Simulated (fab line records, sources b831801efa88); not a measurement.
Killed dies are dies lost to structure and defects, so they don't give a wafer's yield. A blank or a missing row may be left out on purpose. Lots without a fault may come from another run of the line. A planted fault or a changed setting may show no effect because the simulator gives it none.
Which tool did it? | flow sky130 | 12 lots, 36 wafers sampled, at 5 steps of a route of 708

WHAT THE GAUGES READ, wafer by wafer
SKY_LI_CONTACT_THK_MEAS_23: measures by xrf. Usual: LI_CONTACT_W_THK 395 nm, standard deviation 6.9.
lot  | measured     | on            | LI_CONTACT_W_THK (nm) | flag
L796 | day 29 03:14 | film_metro-01 | 392 401 393           |
L799 | day 30 13:28 | film_metro-01 | 405 402 399           |
L800 | day 30 16:02 | film_metro-02 | 381 383 383           |
L801 | day 31 05:25 | film_metro-04 | 407 406 406           |
L805 | day 32 12:14 | film_metro-02 | 398 394 393           |
L808 | day 33 21:16 | film_metro-04 | 396 394 388           |
L809 | day 33 22:08 | film_metro-01 | 395 399 402           |
L810 | day 34 12:53 | film_metro-04 | 405 407 401           |
L811 | day 34 19:31 | film_metro-02 | 391 400 399           |
L814 | day 35 09:06 | film_metro-01 | 383 386 389           |
L815 | day 35 13:16 | film_metro-01 | 389 383 392           |
L816 | day 36 08:04 | film_metro-01 | 401 402 403           |

SKY_CONTACT_THK_MEAS_03. Usual: CONTACT_HDPCVD_THK 566 nm, standard deviation 6.4.
lot  | measured     | on            | CONTACT_HDPCVD_THK (nm) | flag
L796 | day 30 09:39 | film_metro-02 | 562 577 577             |
L799 | day 31 19:18 | film_metro-04 | 564 554 559             |
L800 | day 31 21:05 | film_metro-03 | 557 572 566             |
L801 | day 32 10:49 | film_metro-02 | 559 566 568             |
L805 | day 33 16:55 | film_metro-02 | 560 562 559             |
L808 | day 35 01:07 | film_metro-04 | 573 574 573             |
L809 | day 35 01:47 | film_metro-03 | 558 561 556             |
L810 | day 35 16:44 | film_metro-03 | 566 566 566             |
L811 | day 35 23:25 | film_metro-04 | 561 578 567             |
L814 | day 36 13:16 | film_metro-02 | 679 686 687             | OFF
L815 | day 36 17:04 | film_metro-02 | 564 564 561             |
L816 | day 37 11:07 | film_metro-02 | 674 671 667             | OFF

SKY_CONTACT_CD_MEAS_14: target cd 170 nm. Usual: cd_nm 170.3 nm, standard deviation 1.3.
lot  | measured     | on        | cd_nm (nm)        | flag
L796 | day 31 14:00 | cd_sem-01 | 169.3 169.2 168.6 |
L799 | day 32 22:56 | cd_sem-01 | 170.0 169.1 168.8 |
L800 | day 33 01:11 | cd_sem-02 | 170.1 168.8 169.1 |
L801 | day 33 14:08 | cd_sem-01 | 171.6 171.9 171.9 |
L805 | day 34 20:08 | cd_sem-02 | 171.7 171.2 171.3 |
L808 | day 36 03:49 | cd_sem-02 | 172.8 171.5 171.5 |
L809 | day 36 04:27 | cd_sem-01 | 168.4 167.6 169.6 |
L810 | day 36 19:05 | cd_sem-02 | 169.4 168.5 169.4 |
L811 | day 37 01:43 | cd_sem-02 | 166.9 167.5 168.8 |
L814 | day 37 15:13 | cd_sem-02 | 170.8 171.0 171.2 |
L815 | day 37 19:33 | cd_sem-01 | 170.8 170.2 169.2 |
L816 | day 38 13:04 | cd_sem-01 | 171.9 172.2 170.9 |

WHICH TOOL RAN EACH LOT (tool, then ch and the chambers of the sampled wafers, then the start)
lot  | SKY_CONTACT_HDPCVD_02            | SKY_CONTACT_CMP_04
L796 | hdpcvd-01 ch 0,1,2, day 30 09:35 | cmp-01 ch 1,2, day 30 09:43
L799 | hdpcvd-02 ch 0,2, day 31 19:14   | cmp-01 ch 1,2, day 31 19:22
L800 | hdpcvd-01 ch 0,1, day 31 21:01   | cmp-01 ch 0,2,3, day 31 22:07
L801 | hdpcvd-02 ch 0,1,2, day 32 10:44 | cmp-02 ch 0,3, day 32 10:55
L805 | hdpcvd-02 ch 0,2, day 33 16:49   | cmp-02 ch 1,2, day 33 16:57
L808 | hdpcvd-01 ch 0,1,2, day 35 01:01 | cmp-01 ch 1,2,3, day 35 01:16
L809 | hdpcvd-02 ch 0,1,2, day 35 01:43 | cmp-02 ch 0,1,3, day 35 01:50
L810 | hdpcvd-02 ch 1,2, day 35 16:40   | cmp-01 ch 1,2,3, day 35 16:52
L811 | hdpcvd-02 ch 0,2, day 35 23:20   | cmp-01 ch 1,3, day 35 23:28
L814 | hdpcvd-02 ch 0,2, day 36 13:11   | cmp-02 ch 0,2,3, day 36 13:19
L815 | hdpcvd-01 ch 0,1,2, day 36 16:59 | cmp-01 ch 0,1,2, day 36 17:16
L816 | hdpcvd-02 ch 0,1, day 37 11:03   | cmp-01 ch 0,2,3, day 37 11:14
- SKY_CONTACT_HDPCVD_02: deposits SiO2, target thk 565 nm, time 94.2 s.
- SKY_CONTACT_CMP_04: polishes SiO2.

WHAT THE TOOLS THEMSELVES READ (means of the sampled wafers that have a number; where no wafer has one, the mark that the record gives instead)
SKY_CONTACT_HDPCVD_02. Usual: sih4_flow_sccm 59.96 sccm, standard deviation 0.16.
lot  | tool      | sih4_flow_sccm (sccm) | flag
L796 | hdpcvd-01 | 59.94                 |
L799 | hdpcvd-02 | 60.00                 |
L800 | hdpcvd-01 | 59.83                 |
L801 | hdpcvd-02 | 59.97                 |
L805 | hdpcvd-02 | 59.93                 |
L808 | hdpcvd-01 | 60.03                 |
L809 | hdpcvd-02 | 59.78                 |
L810 | hdpcvd-02 | 59.78                 |
L811 | hdpcvd-02 | 59.94                 |
L814 | hdpcvd-02 | 71.97                 | OFF
L815 | hdpcvd-01 | 60.00                 |
L816 | hdpcvd-02 | 72.10                 | OFF

SKY_CONTACT_CMP_04. Usual: motor_current_A 11.3 A, standard deviation 1.3; time_to_endpoint_s 83 s, standard deviation 4.6.
lot  | tool   | motor_current_A (A) | time_to_endpoint_s (s) | flag
L796 | cmp-01 | 9.7                 | 81                     |
L799 | cmp-01 | 10.1                | 81                     |
L800 | cmp-01 | 11.1                | 80                     |
L801 | cmp-02 | 11.9                | 80                     |
L805 | cmp-02 | 13.1                | 79                     |
L808 | cmp-01 | 10.5                | 86                     |
L809 | cmp-02 | 11.3                | 81                     |
L810 | cmp-01 | 10.6                | 88                     |
L811 | cmp-01 | 10.0                | 89                     |
L814 | cmp-02 | 12.3                | 127                    | OFF
L815 | cmp-01 | 10.8                | 86                     |
L816 | cmp-01 | 11.2                | 128                    | OFF

THE ANSWER, worked out from the rows above alone
Rule: a lot is off if the mean of its wafers that have a number lies more than 3 standard deviations from the usual mean. A lot without any number at a reading at which 4 lots or more have one is off too. The other lots that the step has rows for count as sound. The gauges are gone through in route order, then the tools' own readings, and for those a lot's mean is taken as printed above. The first step at which some lot is off is used, and at that step the reading that is off furthest; a lot without a number counts as furthest.
Off: L814, L816, at SKY_CONTACT_THK_MEAS_03 (CONTACT_HDPCVD_THK).
A tool fits if, at a process step before that reading, it ran every lot that is off, and no sound lot after the first of them. The gauges at SKY_CONTACT_THK_MEAS_03 aren't tried: what is off there is off at SKY_CONTACT_HDPCVD_02 too, on other tools, and a gauge's error can't cause that. One fits: hdpcvd-02 at SKY_CONTACT_HDPCVD_02. Its last sound lot is L811 (day 35 23:20), its first lot that is off L814 (day 36 13:11): a fault that began between those two fits.
The tool's own readings at SKY_CONTACT_HDPCVD_02 bear it out: on the lots that are off they differ by more than 5 times the standard deviation of the sound lots' means. sih4_flow_sccm reads 72.03 sccm there against 59.92 sccm on the sound lots.

WHAT THE SIMULATOR HAD PUT IN
Process parameter drift: hdpcvd-02, from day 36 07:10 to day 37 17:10, at SKY_CONTACT_HDPCVD_02. Setting sih4_flow_sccm, moved by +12, from 60. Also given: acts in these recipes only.
Lots struck among those shown: L814, L816. The rule above found the same.
